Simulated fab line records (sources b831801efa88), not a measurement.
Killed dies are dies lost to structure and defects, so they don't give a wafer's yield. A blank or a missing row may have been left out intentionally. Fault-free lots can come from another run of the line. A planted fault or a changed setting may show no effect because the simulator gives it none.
fab line records | flow sky130
record lots=12 wafers=36 lastDay=50
route steps=708 shown PWDE@54 VT_ADJUST_LVTN@118 VT_ADJUST_NCORE@127 VT_ADJUST_HVTR@135 PAD_OPEN@708
lots that met no fault: from a run of the same line without faults
startH: start of the lot's first displayed wafer, in hours after the record's first day | waitH: hours elapsed since this lot's preceding step | " unchanged from the row above | L1.1+2: several wafers, shown together as one row | - no value present, or no start provided | * or withheld: withheld | < > ~ a bound
route shown NAME@n: a module of which the file shows steps, and the number in the route of the first | usual: mean/standard deviation of fault-free wafers | same: alike in all rows | chamber/n: place in a boat | sites: the reading at each site | _std_site: the standard deviation of these | _edge_site: mean of outer sites minus mean of inner sites | radiusMm: for every site, how far away it sits from the centre of the wafer | mask NAME#n: copy n | behind: the most recent tool/chamber to have shaped the wafer | hold: why the lot was held/for how many hours/how that ended | device: which transistor (n, p or np) failed to switch | end of line: the route-end tests of the same wafers | where a step has no rows: the recipe by itself | killed: dies lost to structure and defects at the first sort, not the wafer's yield | map: a wafer's dies, x killed, . not, _ none there
set.NAME: the run value of the setting; set.NAME@STEP: its run value at that earlier step | model.NAME: the simulator's own value behind a step, which no gauge read
steps of the route over a sample of lots; a table a step, a row a wafer
services: when a tool's chamber went out of use (startH, in hours from the record's first day, below 0 if earlier), for how many hours, and the reason
## steps
# step SKY_PWDE_STRIP_09
# recipe chemistry=O2/N2 powerW=1400 pressureMtorr=1500 platenTempC=withheld o2FlowSccm=3000 n2FlowSccm=300 overashFraction=0.5
# usual drypumpMotorCurrentA=5.8/0.42 oesProductAu=0.722/0.0043 stripTimeToEndpointS=36.94/0.11
# columns lot.wafer tool chamber startH waitH drypumpMotorCurrentA oesProductAu rfHoursCounterH stripTimeToEndpointS
L830.4 plasmaAsher-04 0 70.74 0.1 6.0 0.719 - 36.97
L830.5 " 0 " " 6.0 0.724 - 36.89
L830.6 " 1 " " 5.8 0.724 - 36.96
L831.2 plasmaAsher-02 1 79.08 0.1 5.7 0.725 28 37.12
L831.4 " 0 " " 6.3 0.725 - 37.06
L831.6 " 0 " " 6.4 0.725 - 37.02
L835.1 plasmaAsher-04 0 106.80 0.1 6.0 0.729 42 37.02
L835.3 " 0 " " 6.0 0.715 - 36.97
L835.4 " 1 " " 5.8 0.726 - 37.04
L838.1 plasmaAsher-02 0 118.78 0.1 6.4 0.722 32 36.94
L838.3 " 0 " " 6.3 0.723 - 36.97
L838.6 " 0 " " 6.4 0.722 - 36.94
L841.2 plasmaAsher-03 0 131.30 0.1 5.0 0.724 45 36.97
L841.3 " 0 " " 5.0 0.722 - 36.73
L841.5 " 0 " " 5.0 0.718 - 36.80
L842.1 plasmaAsher-02 1 138.13 0.1 5.7 0.724 34 36.94
L842.4 " 0 " " 6.4 0.720 - 36.94
L842.6 " 0 " " 6.4 0.718 - 36.90
L843.4 plasmaAsher-03 0 149.41 0.1 5.1 0.731 - 36.98
L843.5 " 1 " " 5.7 0.720 - 37.00
L843.6 " 0 " " 5.1 0.724 - 37.02
L844.1 plasmaAsher-02 1 151.02 0.1 5.7 0.729 35 36.91
L844.3 " 0 " " 6.4 0.721 - 36.96
L844.6 " 0 " " 6.4 0.726 - 36.95
L847.2 plasmaAsher-03 0 165.53 0.1 5.1 0.725 48 37.03
L847.4 " 1 " " 5.7 0.721 - 37.08
L847.6 " 1 " " 5.7 0.718 - 36.96
L848.2 plasmaAsher-02 0 207.05 0.1 6.3 0.723 41 36.82
L848.4 " 0 " " 6.3 0.719 - 36.80
L848.6 " 0 " " 6.4 0.718 - 36.85
L852.1 plasmaAsher-04 0 207.81 0.1 6.0 0.723 50 36.70
L852.5 " 0 " " 6.0 0.721 - 36.82
L852.6 " 1 " " 5.7 0.727 - 36.73
L850.1 plasmaAsher-03 0 208.88 0.1 5.1 0.726 52 37.08
L850.3 " 0 " " 5.1 0.726 - 37.12
L850.5 " 1 " " 5.7 0.716 - 37.11
# step SKY_VT_ADJUST_LVTN_TW_MEAS_21
# usual VT_ADJUST_LVTN_2_TW=186.4/2
# columns lot.wafer tool chamber startH waitH VT_ADJUST_LVTN_2_TW
L830.4 filmMetro-03 - 159.58 0.1 185.9
L830.5 " - " " 186.3
L830.6 " - " " 186.3
L831.2 filmMetro-03 - 169.86 0.1 186.7
L831.4 " - " " 185.7
L831.6 " - " " 187.2
L835.1 filmMetro-03 - 202.41 0.1 187.5
L835.3 " - " " 187.0
L835.4 " - " " 187.7
L838.1 filmMetro-01 - 216.75 0.1 182.0
L838.3 " - " " 183.6
L838.6 " - " " 182.4
L841.2 filmMetro-01 - 234.57 0.1 182.7
L841.3 " - " " 182.7
L841.5 " - " " 182.4
L842.1 filmMetro-01 - 245.00 0.1 185.2
L842.4 " - " " 183.0
L842.6 " - " " 184.2
L843.4 filmMetro-01 - 257.44 0.1 183.7
L843.5 " - " " 183.9
L843.6 " - " " 183.5
L844.1 filmMetro-03 - 259.80 0.1 186.7
L844.3 " - " " 185.7
L844.6 " - " " 186.6
L847.2 filmMetro-03 - 278.61 0.1 185.9
L847.4 " - " " 186.6
L847.6 " - " " 186.4
L848.2 filmMetro-02 - 327.86 0.1 188.2
L848.4 " - " " 188.1
L848.6 " - " " 189.2
L852.1 filmMetro-02 - 328.91 0.1 188.3
L852.5 " - " " 188.4
L852.6 " - " " 188.7
L850.1 filmMetro-01 - 332.90 0.1 183.5
L850.3 " - " " 182.0
L850.5 " - " " 182.2
# step SKY_VT_ADJUST_NCORE_OVL_MEAS_08
# usual VT_ADJUST_NCORE_OVL=0.6/1.4
# columns lot.wafer tool chamber startH waitH VT_ADJUST_NCORE_OVL[nm]
L830.4 overlay-02 - 178.13 0.1 0.2
L830.5 " - " " 1.5
L830.6 " - " " 1.6
L831.2 overlay-01 - 189.99 0.1 3.1
L831.4 " - " " 3.0
L831.6 " - " " 2.6
L835.1 overlay-02 - 224.10 0.1 3.0
L835.3 " - " " 2.5
L835.4 " - " " 1.4
L838.1 overlay-01 - 238.96 0.1 1.6
L838.3 " - " " 1.8
L838.6 " - " " 0.9
L841.2 overlay-02 - 257.29 0.1 -2.6
L841.3 " - " " -1.9
L841.5 " - " " -1.6
L842.1 overlay-01 - 269.15 0.1 1.6
L842.4 " - " " 1.2
L842.6 " - " " 1.1
L843.4 overlay-02 - 281.45 0.1 -0.3
L843.5 " - " " 0.0
L843.6 " - " " -0.7
L844.1 overlay-01 - 284.31 0.1 0.0
L844.3 " - " " -0.3
L844.6 " - " " 0.4
L847.2 overlay-02 - 304.34 0.1 -1.1
L847.4 " - " " 1.3
L847.6 " - " " -1.9
L848.2 overlay-02 - 354.99 0.1 -1.0
L848.4 " - " " 0.8
L848.6 " - " " 1.8
L852.1 overlay-02 - 356.48 0.1 -1.8
L852.5 " - " " -0.7
L852.6 " - " " -1.5
L850.1 overlay-02 - 359.53 0.1 1.5
L850.3 " - " " -0.3
L850.5 " - " " 2.2
# step SKY_VT_ADJUST_HVTR_EXPOSE_04
# recipe maskId=HVTRM targetCdNm=380 na=0.6 sourceShape=conventional sigmaOuter=0.6 doseMj=150
# usual exposureDoseMJCm2=149.91/0.15
# columns lot.wafer tool chamber startH waitH mask exposureDoseMJCm2
L830.4 ilineStepper-01 0 188.71 - HVTRM#0 149.87
L830.5 " 0 " " HVTRM#0 150.13
L830.6 " 0 " " HVTRM#0 150.19
L831.2 ilineStepper-01 0 201.06 - HVTRM#0 150.01
L831.4 " 0 " " HVTRM#0 150.05
L831.6 " 0 " " HVTRM#0 150.03
L835.1 ilineStepper-02 0 236.08 - HVTRM#0 149.96
L835.3 " 0 " " HVTRM#0 149.81
L835.4 " 0 " " HVTRM#0 150.10
L838.1 ilineStepper-02 0 250.69 - HVTRM#0 149.74
L838.3 " 0 " " HVTRM#0 149.94
L838.6 " 0 " " HVTRM#0 149.94
L841.2 ilineStepper-01 0 269.50 - HVTRM#0 154.71
L841.3 " 0 " " HVTRM#0 154.83
L841.5 " 0 " " HVTRM#0 154.78
L842.1 ilineStepper-01 0 281.19 - HVTRM#0 154.52
L842.4 " 0 " " HVTRM#0 154.50
L842.6 " 0 " " HVTRM#0 154.36
L843.4 ilineStepper-02 0 294.56 - HVTRM#0 149.64
L843.5 " 0 " " HVTRM#0 149.79
L843.6 " 0 " " HVTRM#0 149.89
L844.1 ilineStepper-01 0 297.25 - HVTRM#0 152.99
L844.3 " 0 " " HVTRM#0 152.96
L844.6 " 0 " " HVTRM#0 152.93
L847.2 ilineStepper-02 0 317.70 - HVTRM#0 149.70
L847.4 " 0 " " HVTRM#0 149.71
L847.6 " 0 " " HVTRM#0 149.77
L848.2 ilineStepper-02 0 368.60 - HVTRM#0 149.72
L848.4 " 0 " " HVTRM#0 149.80
L848.6 " 0 " " HVTRM#0 150.11
L852.1 ilineStepper-02 0 370.19 - HVTRM#0 149.76
L852.5 " 0 " " HVTRM#0 149.86
L852.6 " 0 " " HVTRM#0 150.07
L850.1 ilineStepper-02 0 374.20 - HVTRM#0 149.63
L850.3 " 0 " " HVTRM#0 149.83
L850.5 " 0 " " HVTRM#0 149.84
# step SKY_VT_ADJUST_HVTR_CD_MEAS_07
# recipe targetCdNm=380
# usual cdNm=379.4/2.1
# columns lot.wafer tool chamber startH waitH cdNm
L830.4 cdSem-01 - 199.19 0.1 381.7
L830.5 " - " " 379.9
L830.6 " - " " 383.1
L831.2 cdSem-02 - 211.31 0.1 379.6
L831.4 " - " " 378.0
L831.6 " - " " 380.1
L835.1 cdSem-01 - 246.94 0.1 378.2
L835.3 " - " " 378.4
L835.4 " - " " 376.6
L838.1 cdSem-02 - 261.91 0.1 379.7
L838.3 " - " " 381.6
L838.6 " - " " 377.9
L841.2 cdSem-02 - 281.40 0.1 389.2
L841.3 " - " " 387.0
L841.5 " - " " 387.7
L842.1 cdSem-01 - 293.81 0.1 391.7
L842.4 " - " " 390.1
L842.6 " - " " 388.6
L843.4 cdSem-02 - 307.35 0.1 377.9
L843.5 " - " " 378.4
L843.6 " - " " 378.3
L844.1 cdSem-02 - 310.18 0.1 383.2
L844.3 " - " " 383.1
L844.6 " - " " 380.8
L847.2 cdSem-02 - 330.50 0.1 379.9
L847.4 " - " " 378.7
L847.6 " - " " 381.0
L848.2 cdSem-02 - 382.55 0.1 381.6
L848.4 " - " " 381.4
L848.6 " - " " 381.6
L852.1 cdSem-01 - 384.54 0.1 381.5
L852.5 " - " " 383.9
L852.6 " - " " 382.0
L850.1 cdSem-01 - 388.06 0.1 376.3
L850.3 " - " " 376.1
L850.5 " - " " 377.6
# step SKY_PAD_OPEN_PROBE_99
# usual killed_at_M0_to_M3=43/7.3 killed_at_M4_up=3.0/2 killedAtContacts=24/5.2 killedAtFrontEnd=15/4.4 killedAtOther=0.2/0.48 killedDies=86/9.1 killedOpen=47/7.3 killedShort=38/6.4
# same grossDies=492 killedAtBackSide=0
# columns lot.wafer tool chamber startH waitH killed_at_M0_to_M3 killed_at_M4_up killedAtContacts killedAtFrontEnd killedAtOther killedDies killedOpen killedShort
L844.1 prober-01 - 1157.24 0.1 37 5 34 11 1 88 50 38
L844.3 prober-01 - 1157.34 0.2 42 3 25 18 0 88 45 43
L844.6 prober-01 - 1157.49 0.2 43 4 29 24 1 101 47 54
# killed by level:class
L844.1 CONTACT:geometricParticle:open=15 VIA2:geometricParticle:open=9 LI_CONTACT:geometricParticle:open=6 CONTACT:geometricParticle:short=6 VIA1:geometricParticle:open=6 VIA3:geometricParticle:short=5 POLY_GATE:geometricParticle:short=4 LOCAL_INTERCONNECT:geometricParticle:short=4
L844.3 VIA1:geometricParticle:open=11 VIA3:geometricParticle:open=9 CONTACT:geometricParticle:open=9 POLY_GATE:geometricParticle:short=6 VIA2:geometricParticle:open=6 FIELD_ISO:geometricParticle:short=5 LI_CONTACT:geometricParticle:open=5 LOCAL_INTERCONNECT:geometricParticle:short=4
L844.6 VIA1:geometricParticle:short=10 CONTACT:geometricParticle:open=8 FIELD_ISO:geometricParticle:open=7 LI_CONTACT:geometricParticle:open=7 FIELD_ISO:geometricParticle:short=6 LI_CONTACT:geometricParticle:short=6 VIA3:geometricParticle:open=5 METAL1:geometricParticle:short=5
## services
# columns tool chamber startH hours kind
ilineStepper-01 0 47.40 - calibration
plasmaAsher-02 - 81.68 8.0 repair
ilineStepper-02 0 86.26 - calibration
plasmaAsher-04 - 91.27 7.8 repair
plasmaAsher-04 - 151.21 10.0 pm
plasmaAsher-04 - 166.19 9.6 repair
ilineStepper-02 - 170.48 2.1 pm
ilineStepper-02 - 172.56 - consumableReplace:lamp
ilineStepper-02 - 181.06 1.7 pm
ilineStepper-01 - 182.97 3.5 repair
ilineStepper-01 - 201.21 2.1 pm
ilineStepper-01 - 203.29 - consumableReplace:lamp
ilineStepper-01 - 204.40 0.5 repair
ilineStepper-01 - 217.33 4.4 pm
ilineStepper-01 - 239.53 1.7 pm
plasmaAsher-04 - 257.61 9.2 repair
ilineStepper-01 0 263.42 - calibration
ilineStepper-02 0 313.10 - calibration
ilineStepper-02 - 322.01 4.4 pm
## key
firstSign step=SKY_VT_ADJUST_HVTR_EXPOSE_04 reading=exposureDoseMJCm2 direction=up sigmas=28 usual=* struck=*
effect step=SKY_VT_ADJUST_HVTR_CD_MEAS_07 reading=cdNm direction=up sigmas=3.6 usual=379.4 struck=386.8 through=controlLoop
metAt SKY_VT_ADJUST_HVTR_EXPOSE_04
struckLots L841,L842,L844
testerLeftOut L841,L842,L844
loopTrim step=SKY_VT_ADJUST_HVTR_EXPOSE_04 setting=dose lots=L844
notActingAt SKY_PWDE_STRIP_09,SKY_VT_ADJUST_LVTN_TW_MEAS_21,SKY_VT_ADJUST_NCORE_OVL_MEAS_08
onsetBetween 201.06 269.50
fault kind=processParameterDrift tool=ilineStepper-01 chamber=- onsetH=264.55 steps=SKY_VT_ADJUST_HVTR_EXPOSE_04 channel=doseMj offset=4.6946 shape=step actsIn=theseRecipesOnly stated=150
# testerLeftOut: of these lots the tester's yield and bins aren't shown, on N5 and GAA mostly nor the transistor test; their killed dies are dies lost to structure and defects alone, not to doping, threshold or leakage, so they don't give the yield
# loopTrim: a control loop set the setting to another value than it would have without faults
